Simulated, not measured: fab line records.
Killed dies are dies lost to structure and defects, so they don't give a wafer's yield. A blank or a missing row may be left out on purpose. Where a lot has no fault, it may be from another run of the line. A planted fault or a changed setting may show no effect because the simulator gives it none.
fab line records	flow sky130
record lots=13	wafers=39	last_day=50
route steps=708 shown LDD_HVN@274 LDD_HVP@282 LDD_LDN@301 SPACER@305 PAD_OPEN@708
lots untouched by any fault: they come from a run of this same line in which no faults occurred
start_h: hours from the record's first day to the start of the lot's first wafer shown	wait_h: how many hours have passed since the lot's step before this one	" the same as in the row above	L1.1+2: several wafers, shown together as one row	- no value, or no start was given	* or withheld: withheld	< > ~ a bound
route shown NAME@n: a module of which the file shows steps, and the number in the route of the first	usual: mean/standard deviation of fault-free wafers	same: alike in all rows	chamber/n: place in a boat	sites: each site's reading	_std_site: the values' standard deviation	_edge_site: inner sites' mean taken away from outer sites' mean	radius_mm: for every site, how far away it sits from the centre of the wafer	mask NAME#n: copy n	behind: tool/chamber where the wafer was last shaped	hold: reason for holding the lot/hours on hold/outcome of the hold	device: which transistor (n, p or np) failed to switch	end of line: tests run on the same wafers once the route is complete	a step with no rows: only its recipe	killed: at the first sort, the dies lost to defects and structure; wafer yield is something else	map: dies across one wafer; x = killed, . = not, _ = none there
set.NAME: the setting that was run; set.NAME@STEP: the one run at that earlier step	model.NAME: the simulator's own value behind a step, which no gauge read
one table for each step of the route and one row for each wafer, over a sample of lots
services: from which hour (start_h, from the record's first day; less than 0 if before it) a tool's chamber was out of use, for how many hours, and why
## steps
# step SKY_LDD_HVN_OVL_MEAS_07
# usual LDD_HVN_OVL=0.2/1.4
lot.wafer	tool	chamber	start_h	wait_h	LDD_HVN_OVL[nm]
L169.3	overlay-02	-	455.70	0.1	-2.3
L169.4	"	-	"	"	-1.7
L169.6	"	-	"	"	-1.1
L170.2	overlay-01	-	464.69	0.1	3.4
L170.4	"	-	"	"	2.9
L170.6	"	-	"	"	1.3
L171.1	overlay-01	-	476.59	0.1	0.0
L171.2	"	-	"	"	1.0
L171.6	"	-	"	"	0.4
L172.1	overlay-01	-	492.79	0.1	0.3
L172.2	"	-	"	"	0.6
L172.4	"	-	"	"	1.8
L173.2	overlay-02	-	502.93	0.1	-0.6
L173.4	"	-	"	"	0.6
L173.5	"	-	"	"	0.9
L174.1	overlay-02	-	507.99	0.1	-1.4
L174.3	"	-	"	"	-2.5
L174.5	"	-	"	"	-1.7
L175.2	overlay-01	-	515.48	0.1	1.8
L175.3	"	-	"	"	0.7
L175.4	"	-	"	"	0.4
L176.1	overlay-01	-	540.15	0.1	-0.6
L176.3	"	-	"	"	1.2
L176.6	"	-	"	"	0.1
L178.1	overlay-02	-	545.45	0.1	2.0
L178.5	"	-	"	"	1.7
L178.6	"	-	"	"	0.9
L183.2	overlay-02	-	590.66	0.1	-0.8
L183.4	"	-	"	"	1.1
L183.5	"	-	"	"	-1.5
L189.3	overlay-02	-	641.33	0.1	0.7
L189.4	"	-	"	"	0.7
L189.6	"	-	"	"	0.0
L190.2	overlay-02	-	647.68	0.1	-0.8
L190.3	"	-	"	"	-0.4
L190.5	"	-	"	"	1.8
L191.3	overlay-02	-	687.05	0.1	0.1
L191.5	"	-	"	"	-1.0
L191.6	"	-	"	"	3.9
# step SKY_LDD_HVP_EXPOSE_04
# recipe mask_id=HVPTM	na=0.6	source_shape=conventional	sigma_outer=0.6	polarization=unpolarized	target_cd_nm=700	dose_mj=86
lot.wafer	tool	chamber	start_h	wait_h	mask
L169.3+4+6	iline_stepper-02	0	471.03	-	HVPTM#0
L170.2+4+6	iline_stepper-02	0	480.39	-	HVPTM#0
L171.1+2+6	iline_stepper-01	0	491.82	-	HVPTM#0
L172.1+2+4	iline_stepper-02	0	509.31	-	HVPTM#0
L173.2+4+5	iline_stepper-01	0	518.73	-	HVPTM#0
L174.1+3+5	iline_stepper-02	0	522.84	-	HVPTM#0
L175.2+3+4	iline_stepper-01	0	531.11	-	HVPTM#0
L176.1+3+6	iline_stepper-01	0	554.97	-	HVPTM#0
L178.1+5+6	iline_stepper-01	0	560.66	-	HVPTM#0
L183.2+4+5	iline_stepper-02	0	605.71	-	HVPTM#0
L189.3+4+6	iline_stepper-02	0	656.78	-	HVPTM#0
L190.2+3+5	iline_stepper-02	0	662.24	-	HVPTM#0
L191.3+5+6	iline_stepper-02	0	701.33	-	HVPTM#0
# step SKY_LDD_HVP_OVL_MEAS_07
# usual LDD_HVP_OVL=0.0/1.3
lot.wafer	tool	chamber	start_h	wait_h	LDD_HVP_OVL[nm]
L169.3	overlay-02	-	486.13	0.1	1.0
L169.4	"	-	"	"	0.5
L169.6	"	-	"	"	2.2
L170.2	overlay-01	-	495.43	0.1	0.6
L170.4	"	-	"	"	-0.2
L170.6	"	-	"	"	1.1
L171.1	overlay-01	-	507.22	0.1	0.5
L171.2	"	-	"	"	2.0
L171.6	"	-	"	"	2.0
L172.1	overlay-01	-	524.39	0.1	0.1
L172.2	"	-	"	"	0.7
L172.4	"	-	"	"	-1.8
L173.2	overlay-01	-	533.70	0.1	-1.2
L173.4	"	-	"	"	0.1
L173.5	"	-	"	"	0.5
L174.1	overlay-02	-	538.74	0.1	-0.4
L174.3	"	-	"	"	0.1
L174.5	"	-	"	"	-1.2
L175.2	overlay-01	-	545.83	0.1	40.3
L175.3	"	-	"	"	40.8
L175.4	"	-	"	"	43.7
L176.1	overlay-02	-	568.79	0.1	41.4
L176.3	"	-	"	"	40.3
L176.6	"	-	"	"	39.0
L178.1	overlay-01	-	573.72	0.1	43.5
L178.5	"	-	"	"	39.7
L178.6	"	-	"	"	40.6
L183.2	overlay-01	-	619.59	0.1	-0.4
L183.4	"	-	"	"	0.0
L183.5	"	-	"	"	0.9
L189.3	overlay-01	-	669.50	0.1	-1.0
L189.4	"	-	"	"	-0.5
L189.6	"	-	"	"	-1.6
L190.2	overlay-02	-	675.59	0.1	-1.1
L190.3	"	-	"	"	-3.1
L190.5	"	-	"	"	-3.2
L191.3	overlay-01	-	715.60	0.1	1.1
L191.5	"	-	"	"	-0.9
L191.6	"	-	"	"	-1.4
# step SKY_LDD_LDN_STRIP_12
# recipe chemistry=O2/N2	power_w=1400	pressure_mtorr=1500	platen_temp_c=withheld	o2_flow_sccm=3000	n2_flow_sccm=300	overash_fraction=0.5
# usual drypump_motor_current_A=5.8/0.39	oes_product_au=0.716/0.0044	strip_time_to_endpoint_s=14.20/0.039
lot.wafer	tool	chamber	start_h	wait_h	drypump_motor_current_A	oes_product_au	rf_hours_counter_h	strip_time_to_endpoint_s
L169.3	plasma_asher-01	1	517.69	0.1	5.6	0.717	-	14.09
L169.4	"	0	"	"	6.2	0.719	-	14.09
L169.6	"	0	"	"	6.2	0.706	-	14.12
L170.2	plasma_asher-01	0	527.38	0.1	6.2	0.717	70	14.19
L170.4	"	1	"	"	5.6	0.713	-	14.24
L170.6	"	0	"	"	6.2	0.716	-	14.19
L171.1	plasma_asher-04	1	538.19	0.1	4.9	0.716	11	14.24
L171.2	"	0	"	"	5.8	0.714	11	14.22
L171.6	"	1	"	"	4.9	0.716	-	14.17
L172.1	plasma_asher-01	0	555.23	0.1	6.2	0.721	73	14.22
L172.2	"	1	"	"	5.6	0.714	73	14.23
L172.4	"	1	"	"	5.6	0.716	-	14.20
L173.2	plasma_asher-02	0	563.93	0.1	5.8	0.710	45	14.26
L173.4	"	1	"	"	6.1	0.723	-	14.21
L173.5	"	0	"	"	5.7	0.715	-	14.25
L174.1	plasma_asher-02	1	568.41	0.1	6.1	0.715	45	14.15
L174.3	"	0	"	"	5.8	0.721	-	14.14
L174.5	"	0	"	"	5.8	0.720	-	14.18
L175.2	plasma_asher-04	1	574.66	0.1	4.9	0.717	15	14.23
L175.3	"	1	"	"	4.9	0.706	-	14.21
L175.4	"	0	"	"	5.8	0.712	-	14.23
L176.1	plasma_asher-02	1	598.74	0.1	6.1	0.720	48	14.20
L176.3	"	0	"	"	5.8	0.716	-	14.16
L176.6	"	0	"	"	5.8	0.709	-	14.19
L178.1	plasma_asher-02	1	604.85	0.1	6.1	0.712	49	14.23
L178.5	"	0	"	"	5.8	0.715	-	14.20
L178.6	"	1	"	"	6.0	0.714	-	14.21
L183.2	plasma_asher-02	0	648.48	0.1	5.8	0.715	54	14.21
L183.4	"	1	"	"	6.0	0.713	-	14.20
L183.5	"	1	"	"	6.0	0.719	-	14.20
L189.3	plasma_asher-02	0	696.94	0.1	5.8	0.719	-	14.18
L189.4	"	1	"	"	6.1	0.707	-	14.19
L189.6	"	1	"	"	6.0	0.708	-	14.19
L190.2	plasma_asher-02	1	704.31	0.1	6.1	0.707	60	14.19
L190.3	"	1	"	"	6.1	0.715	-	14.19
L190.5	"	1	"	"	6.1	0.724	-	14.16
L191.3	plasma_asher-04	0	744.16	0.1	5.8	0.720	-	14.26
L191.5	"	0	"	"	5.8	0.723	-	14.24
L191.6	"	1	"	"	4.9	0.720	-	14.26
# step SKY_SPACER_THK_MEAS_01
# recipe reads=Si3N4_of_SPACER_CVD_00
# usual SPACER_CVD_00_THK=43.2/0.39
lot.wafer	tool	chamber	start_h	wait_h	SPACER_CVD_00_THK[nm]
L169.3	film_metro-02	-	519.57	0.0	43.2
L169.4	"	-	"	"	43.1
L169.6	"	-	"	"	42.6
L170.2	film_metro-03	-	531.04	0.0	43.4
L170.4	"	-	"	"	43.7
L170.6	"	-	"	"	43.4
L171.1	film_metro-02	-	567.27	0.0	43.2
L171.2	"	-	"	"	43.2
L171.6	"	-	"	"	43.1
L172.1	film_metro-04	-	567.27	0.0	43.4
L172.2	"	-	"	"	43.6
L172.4	"	-	"	"	44.1
L173.2	film_metro-03	-	567.28	0.0	42.9
L173.4	"	-	"	"	42.9
L173.5	"	-	"	"	42.9
L174.1	film_metro-03	-	570.88	0.0	44.3
L174.3	"	-	"	"	44.2
L174.5	"	-	"	"	44.3
L175.2	film_metro-03	-	577.27	0.0	43.0
L175.3	"	-	"	"	43.1
L175.4	"	-	"	"	42.9
L176.1	film_metro-04	-	600.16	0.0	43.6
L176.3	"	-	"	"	43.8
L176.6	"	-	"	"	43.6
L178.1	film_metro-04	-	607.00	0.0	43.0
L178.5	"	-	"	"	43.2
L178.6	"	-	"	"	43.3
L183.2	film_metro-02	-	650.36	0.0	43.4
L183.4	"	-	"	"	43.2
L183.5	"	-	"	"	43.2
L189.3	film_metro-04	-	698.34	0.0	43.3
L189.4	"	-	"	"	43.6
L189.6	"	-	"	"	43.3
L190.2	film_metro-02	-	705.74	0.0	42.9
L190.3	"	-	"	"	42.7
L190.5	"	-	"	"	42.9
L191.3	film_metro-04	-	745.56	0.0	43.3
L191.5	"	-	"	"	43.0
L191.6	"	-	"	"	43.2
# step SKY_PAD_OPEN_PROBE_99
# usual killed_at_M0_to_M3=45/7.9	killed_at_M4_up=2.9/1.8	killed_at_contacts=25/5.5	killed_at_front_end=16/4.4	killed_at_other=0.3/0.58	killed_dies=89/9.4	killed_on_rim=18/3.9	killed_open=49/6.8	killed_short=40/6.3
# same gross_dies=492	killed_at_back_side=0
lot.wafer	tool	chamber	start_h	wait_h	killed_at_M0_to_M3	killed_at_M4_up	killed_at_contacts	killed_at_front_end	killed_at_other	killed_dies	killed_on_rim	killed_open	killed_short
L169.3	prober-02	-	1067.15	0.2	54	2	21	16	0	93	15	49	44
L169.4	prober-02	-	1067.20	0.2	54	5	14	23	0	96	23	60	36
L169.6	prober-02	-	1067.30	0.2	42	2	20	15	0	79	22	43	35
L170.2	prober-02	-	1074.52	0.1	32	3	19	25	0	79	21	35	44
L170.4	prober-02	-	1074.62	0.2	53	2	17	12	0	84	17	50	34
L170.6	prober-02	-	1074.72	0.2	57	4	21	15	0	97	16	52	45
L171.1	prober-01	-	1097.59	0.1	42	2	20	9	0	73	20	35	36
L171.2	prober-01	-	1097.64	0.1	48	3	27	19	0	97	16	46	50
L171.6	prober-01	-	1097.84	0.2	50	3	28	14	0	95	21	48	47
L173.2	prober-02	-	1100.01	0.1	44	1	24	18	0	87	14	56	31
L173.4	prober-02	-	1100.11	0.2	53	4	25	16	2	100	18	53	46
L173.5	prober-02	-	1100.16	0.2	39	3	33	12	2	89	15	49	39
L172.1	prober-01	-	1101.36	0.1	61	6	19	10	1	97	24	55	42
L172.2	prober-01	-	1101.41	0.1	35	3	22	26	0	86	13	53	33
L172.4	prober-01	-	1101.51	0.2	50	1	23	16	1	91	19	53	38
L174.1	prober-02	-	1102.87	0.1	33	2	22	13	0	70	10	40	30
L174.3	prober-02	-	1102.97	0.2	38	3	17	19	1	78	10	39	39
L174.5	prober-02	-	1103.07	0.2	39	2	13	23	0	77	15	36	41
L175.2	prober-01	-	1111.28	0.1	54	1	30	12	0	97	25	55	42
L175.3	prober-01	-	1111.33	0.2	39	5	30	13	0	87	14	48	39
L175.4	prober-01	-	1111.38	0.2	28	3	24	17	0	72	20	44	28
L176.1	prober-02	-	1123.15	0.1	42	4	25	16	0	87	20	49	38
L176.3	prober-02	-	1123.25	0.2	49	4	22	12	1	88	22	44	44
L176.6	prober-02	-	1123.40	0.2	44	2	14	16	0	76	16	38	38
L178.1	prober-02	-	1128.44	0.1	52	10	25	15	0	102	24	39	61
L178.5	prober-02	-	1128.64	0.2	43	2	26	15	0	86	14	39	46
L178.6	prober-02	-	1128.69	0.2	51	1	19	8	0	79	25	39	40
L183.2	prober-02	-	1156.31	0.1	44	4	29	12	0	89	13	53	36
L183.4	prober-02	-	1156.41	0.2	39	6	16	11	0	72	12	38	34
L183.5	prober-02	-	1156.46	0.2	44	0	28	10	0	82	22	47	35
L189.3	prober-01	-	1186.34	0.2	53	2	36	20	1	112	20	56	55
L189.4	prober-01	-	1186.39	0.2	37	1	30	18	0	86	20	51	34
L189.6	prober-01	-	1186.49	0.2	59	2	17	11	0	89	21	51	38
L190.2	prober-01	-	1188.72	0.1	52	2	27	13	0	94	19	50	44
L190.3	prober-01	-	1188.77	0.2	56	3	25	17	0	101	19	52	49
L190.5	prober-01	-	1188.87	0.2	52	1	18	16	2	89	15	42	46
L191.3	prober-02	-	1210.93	0.2	40	1	27	13	0	81	14	39	42
L191.5	prober-02	-	1211.03	0.2	47	1	33	21	2	104	23	62	40
L191.6	prober-02	-	1211.08	0.2	41	2	29	13	1	86	14	40	45
# killed by level:class
L169.3 VIA1:geometric_particle:short=10 VIA1:geometric_particle:open=10 LI_CONTACT:geometric_particle:open=7 VIA3:geometric_particle:open=7 METAL1:geometric_particle:short=6 METAL2:geometric_particle:short=6 CONTACT:geometric_particle:open=6 VIA3:geometric_particle:short=5
L169.4 VIA1:geometric_particle:open=18 VIA2:geometric_particle:open=8 FIELD_ISO:geometric_particle:open=6 LI_CONTACT:geometric_particle:open=6 VIA3:geometric_particle:short=6 VIA1:geometric_particle:short=5 METAL2:geometric_particle:short=5 POLY_GATE:geometric_particle:short=4
L169.6 VIA1:geometric_particle:open=13 CONTACT:geometric_particle:open=7 VIA3:geometric_particle:short=6 LOCAL_INTERCONNECT:geometric_particle:short=6 METAL2:geometric_particle:short=6 VIA3:geometric_particle:open=5 FIELD_ISO:geometric_particle:open=4 VIA2:geometric_particle:open=4
L170.2 LI_CONTACT:geometric_particle:short=6 METAL2:geometric_particle:short=6 METAL3:geometric_particle:short=6 POLY_GATE:geometric_particle:open=5 SPACER:geometric_particle:short=5 VIA1:geometric_particle:open=5 FIELD_ISO:geometric_particle:short=4 LI_CONTACT:geometric_particle:open=4
L170.4 VIA1:geometric_particle:open=11 VIA2:geometric_particle:open=11 CONTACT:geometric_particle:open=9 METAL1:geometric_particle:short=7 VIA1:geometric_particle:short=7 FIELD_ISO:geometric_particle:open=5 CONTACT:geometric_particle:short=5 VIA2:geometric_particle:short=5
L170.6 VIA3:geometric_particle:open=14 VIA1:geometric_particle:open=10 LI_CONTACT:geometric_particle:open=9 VIA3:geometric_particle:short=9 METAL1:geometric_particle:short=7 VIA1:geometric_particle:short=6 FIELD_ISO:geometric_particle:open=5 CONTACT:geometric_particle:open=5
L171.1 VIA1:geometric_particle:open=11 METAL2:geometric_particle:short=8 CONTACT:geometric_particle:short=6 VIA2:geometric_particle:open=6 VIA1:geometric_particle:short=5 LI_CONTACT:geometric_particle:open=4 CONTACT:geometric_particle:open=4 LOCAL_INTERCONNECT:geometric_particle:short=3
L171.2 VIA1:geometric_particle:open=10 METAL1:geometric_particle:short=9 FIELD_ISO:geometric_particle:short=7 LI_CONTACT:geometric_particle:open=7 CONTACT:geometric_particle:open=7 VIA2:geometric_particle:open=7 LOCAL_INTERCONNECT:geometric_particle:short=5 CONTACT:geometric_particle:short=5
L171.6 CONTACT:geometric_particle:open=11 VIA1:geometric_particle:short=10 VIA1:geometric_particle:open=9 VIA3:geometric_particle:short=8 LI_CONTACT:geometric_particle:open=6 VIA3:geometric_particle:open=6 METAL2:geometric_particle:short=6 POLY_GATE:geometric_particle:open=5
L173.2 CONTACT:geometric_particle:open=16 VIA2:geometric_particle:open=13 VIA1:geometric_particle:open=8 METAL2:geometric_particle:short=7 FIELD_ISO:geometric_particle:open=6 POLY_GATE:geometric_particle:open=4 VIA1:geometric_particle:short=4 FIELD_ISO:geometric_particle:short=3
L173.4 VIA2:geometric_particle:open=12 CONTACT:geometric_particle:open=8 VIA1:geometric_particle:short=7 VIA3:geometric_particle:open=7 LOCAL_INTERCONNECT:geometric_particle:short=6 METAL1:geometric_particle:short=6 VIA1:geometric_particle:open=6 FIELD_ISO:geometric_particle:short=4
L173.5 CONTACT:geometric_particle:open=12 VIA1:geometric_particle:open=9 VIA3:geometric_particle:open=6 LI_CONTACT:geometric_particle:open=6 FIELD_ISO:geometric_particle:open=5 LOCAL_INTERCONNECT:geometric_particle:short=5 CONTACT:geometric_particle:short=5 VIA1:geometric_particle:short=5
L172.1 VIA1:geometric_particle:open=14 VIA3:geometric_particle:open=12 VIA1:geometric_particle:short=8 LI_CONTACT:geometric_particle:open=7 METAL1:geometric_particle:short=6 METAL2:geometric_particle:short=6 VIA2:geometric_particle:open=6 LI_CONTACT:geometric_particle:short=4
L172.2 POLY_GATE:geometric_particle:open=9 VIA2:geometric_particle:open=8 CONTACT:geometric_particle:open=7 VIA1:geometric_particle:open=6 LI_CONTACT:geometric_particle:open=6 METAL1:geometric_particle:short=5 FIELD_ISO:geometric_particle:short=4 POLY_GATE:geometric_particle:short=4
L172.4 METAL1:geometric_particle:short=10 CONTACT:geometric_particle:open=10 POLY_GATE:geometric_particle:open=8 VIA1:geometric_particle:open=8 VIA2:geometric_particle:open=7 LI_CONTACT:geometric_particle:open=6 VIA3:geometric_particle:open=6 METAL1:geometric_particle:open=4
L174.1 LI_CONTACT:geometric_particle:open=7 VIA1:geometric_particle:open=7 CONTACT:geometric_particle:short=5 METAL2:geometric_particle:short=5 VIA2:geometric_particle:open=5 VIA3:geometric_particle:open=5 FIELD_ISO:geometric_particle:open=4 LOCAL_INTERCONNECT:geometric_particle:open=4
L174.3 METAL2:geometric_particle:short=8 FIELD_ISO:geometric_particle:short=6 CONTACT:geometric_particle:open=6 LI_CONTACT:geometric_particle:open=5 VIA2:geometric_particle:open=5 METAL1:geometric_particle:short=5 VIA1:geometric_particle:open=5 VIA3:geometric_particle:open=4
L174.5 VIA1:geometric_particle:open=8 FIELD_ISO:geometric_particle:open=7 METAL2:geometric_particle:short=7 FIELD_ISO:geometric_particle:short=6 CONTACT:geometric_particle:open=6 VIA1:geometric_particle:short=6 VIA2:geometric_particle:short=5 POLY_GATE:geometric_particle:open=4
L175.2 VIA1:geometric_particle:open=13 VIA2:geometric_particle:open=11 CONTACT:geometric_particle:open=10 LOCAL_INTERCONNECT:geometric_particle:short=6 CONTACT:geometric_particle:short=6 METAL2:geometric_particle:short=6 METAL1:geometric_particle:short=5 FIELD_ISO:geometric_particle:open=4
L175.3 LI_CONTACT:geometric_particle:open=10 CONTACT:geometric_particle:short=10 VIA1:geometric_particle:open=9 VIA3:geometric_particle:open=8 CONTACT:geometric_particle:open=6 VIA2:geometric_particle:open=5 METAL1:geometric_particle:short=4 VIA1:geometric_particle:short=4
L175.4 CONTACT:geometric_particle:open=9 POLY_GATE:geometric_particle:short=7 LI_CONTACT:geometric_particle:open=7 VIA1:geometric_particle:open=7 VIA3:geometric_particle:open=6 VIA2:geometric_particle:open=5 CONTACT:geometric_particle:short=4 POLY_GATE:geometric_particle:open=3
L176.1 VIA1:geometric_particle:open=16 CONTACT:geometric_particle:short=8 LI_CONTACT:geometric_particle:open=6 CONTACT:geometric_particle:open=6 FIELD_ISO:geometric_particle:open=5 POLY_GATE:geometric_particle:short=5 METAL1:geometric_particle:short=5 VIA2:geometric_particle:open=5
L176.3 VIA1:geometric_particle:open=11 VIA1:geometric_particle:short=9 LI_CONTACT:geometric_particle:open=7 CONTACT:geometric_particle:open=6 VIA3:geometric_particle:open=5 VIA2:geometric_particle:short=5 METAL3:geometric_particle:short=5 CONTACT:geometric_particle:short=4
L176.6 VIA1:geometric_particle:open=12 METAL2:geometric_particle:short=6 VIA3:geometric_particle:open=5 CONTACT:geometric_particle:short=5 FIELD_ISO:geometric_particle:short=4 POLY_GATE:geometric_particle:short=4 LI_CONTACT:geometric_particle:open=4 METAL1:geometric_particle:short=4
L178.1 METAL2:geometric_particle:short=13 METAL4:geometric_particle:short=8 CONTACT:geometric_particle:open=8 VIA1:geometric_particle:open=8 LOCAL_INTERCONNECT:geometric_particle:short=7 METAL3:geometric_particle:short=7 FIELD_ISO:geometric_particle:open=5 METAL1:geometric_particle:short=5
L178.5 METAL2:geometric_particle:short=9 LI_CONTACT:geometric_particle:open=7 VIA3:geometric_particle:open=7 METAL3:geometric_particle:short=6 CONTACT:geometric_particle:short=6 CONTACT:geometric_particle:open=6 VIA2:geometric_particle:open=5 FIELD_ISO:geometric_particle:open=4
L178.6 VIA2:geometric_particle:open=14 CONTACT:geometric_particle:open=7 METAL1:geometric_particle:short=7 VIA1:geometric_particle:open=6 FIELD_ISO:geometric_particle:short=5 VIA1:geometric_particle:short=5 LOCAL_INTERCONNECT:geometric_particle:short=4 VIA3:geometric_particle:open=4
L183.2 CONTACT:geometric_particle:open=14 VIA1:geometric_particle:open=12 VIA2:geometric_particle:open=8 VIA1:geometric_particle:short=8 LI_CONTACT:geometric_particle:open=5 CONTACT:geometric_particle:short=5 FIELD_ISO:geometric_particle:open=4 FIELD_ISO:geometric_particle:short=4
L183.4 VIA1:geometric_particle:short=8 VIA1:geometric_particle:open=8 CONTACT:geometric_particle:open=5 VIA3:geometric_particle:open=5 LI_CONTACT:geometric_particle:open=4 METAL2:geometric_particle:short=4 VIA2:geometric_particle:open=4 METAL4:geometric_particle:short=4
L183.5 VIA1:geometric_particle:open=16 CONTACT:geometric_particle:open=14 CONTACT:geometric_particle:short=7 VIA3:geometric_particle:open=7 VIA1:geometric_particle:short=5 FIELD_ISO:geometric_particle:open=4 FIELD_ISO:geometric_particle:short=4 METAL1:geometric_particle:short=4
L189.3 CONTACT:geometric_particle:open=14 METAL1:geometric_particle:short=11 VIA1:geometric_particle:open=11 CONTACT:geometric_particle:short=8 LI_CONTACT:geometric_particle:open=7 VIA2:geometric_particle:open=7 FIELD_ISO:geometric_particle:short=5 LOCAL_INTERCONNECT:geometric_particle:short=5
L189.4 LI_CONTACT:geometric_particle:open=11 CONTACT:geometric_particle:open=9 VIA1:geometric_particle:open=8 VIA2:geometric_particle:open=7 POLY_GATE:geometric_particle:open=6 VIA3:geometric_particle:open=6 METAL1:geometric_particle:short=5 CONTACT:geometric_particle:short=4
L189.6 VIA1:geometric_particle:open=12 VIA2:geometric_particle:open=10 METAL1:geometric_particle:short=9 VIA3:geometric_particle:open=9 CONTACT:geometric_particle:open=6 VIA2:geometric_particle:short=5 FIELD_ISO:geometric_particle:open=4 LI_CONTACT:geometric_particle:open=4
L190.2 VIA1:geometric_particle:open=12 METAL2:geometric_particle:short=10 CONTACT:geometric_particle:open=9 VIA2:geometric_particle:open=8 METAL1:geometric_particle:short=7 FIELD_ISO:geometric_particle:open=6 LI_CONTACT:geometric_particle:open=5 LI_CONTACT:geometric_particle:short=5
L190.3 VIA1:geometric_particle:open=16 CONTACT:geometric_particle:open=9 METAL1:geometric_particle:short=9 LOCAL_INTERCONNECT:geometric_particle:short=6 FIELD_ISO:geometric_particle:short=5 LI_CONTACT:geometric_particle:open=5 CONTACT:geometric_particle:short=5 METAL2:geometric_particle:short=5
L190.5 METAL2:geometric_particle:short=12 VIA1:geometric_particle:open=10 METAL1:geometric_particle:short=8 CONTACT:geometric_particle:open=8 VIA2:geometric_particle:open=7 VIA2:geometric_particle:short=4 POLY_GATE:geometric_particle:open=4 SPACER:geometric_particle:short=4
L191.3 CONTACT:geometric_particle:short=10 VIA1:geometric_particle:open=9 CONTACT:geometric_particle:open=8 METAL1:geometric_particle:short=5 VIA3:geometric_particle:open=5 VIA2:geometric_particle:open=5 POLY_GATE:geometric_particle:open=4 LOCAL_INTERCONNECT:geometric_particle:short=4
L191.5 LI_CONTACT:geometric_particle:open=14 VIA3:geometric_particle:open=10 VIA1:geometric_particle:open=10 CONTACT:geometric_particle:open=9 VIA3:geometric_particle:short=7 VIA1:geometric_particle:short=7 FIELD_ISO:geometric_particle:short=6 CONTACT:geometric_particle:short=5
L191.6 CONTACT:geometric_particle:open=11 METAL1:geometric_particle:short=7 VIA1:geometric_particle:open=7 CONTACT:geometric_particle:short=6 VIA3:geometric_particle:open=6 METAL3:geometric_particle:short=6 LOCAL_INTERCONNECT:geometric_particle:short=5 POLY_GATE:geometric_particle:short=4
## services
tool	chamber	start_h	hours	kind
iline_stepper-01	0	469.22	-	calibration
iline_stepper-01	-	500.47	1.7	pm
iline_stepper-01	-	567.09	4.4	repair
plasma_asher-01	-	603.20	24.1	repair
plasma_asher-04	-	608.98	0.3	repair
iline_stepper-01	-	656.16	0.5	repair
iline_stepper-02	0	661.10	-	calibration
plasma_asher-04	-	662.79	4.9	repair
iline_stepper-02	-	664.57	1.7	pm
plasma_asher-02	-	682.94	0.7	repair
plasma_asher-02	-	689.13	0.6	repair
iline_stepper-01	0	691.89	-	calibration
iline_stepper-01	-	718.65	1.7	pm
plasma_asher-04	-	722.49	2.2	repair
## key
first_sign step=SKY_LDD_HVP_OVL_MEAS_07	reading=LDD_HVP_OVL	direction=up	sigmas=31	usual=0.0	struck=41.0
effect none on later readings
met_at SKY_LDD_HVP_EXPOSE_04
struck_lots L175,L176,L178
tester_left_out L175,L176,L178
not_acting_at SKY_LDD_HVN_OVL_MEAS_07,SKY_LDD_LDN_STRIP_12,SKY_SPACER_THK_MEAS_01
onset_between 518.73 531.11
fault kind=scanner_matching_overlay	tool=iline_stepper-01	chamber=-	onset_h=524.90	steps=SKY_LDD_HVP_EXPOSE_04	offset=40.498
# tester_left_out: of these lots the tester's yield and bins aren't shown, on N5 and GAA mostly nor the transistor test; their killed dies are dies lost to structure and defects alone, not to doping, threshold or leakage, so they don't give the yield
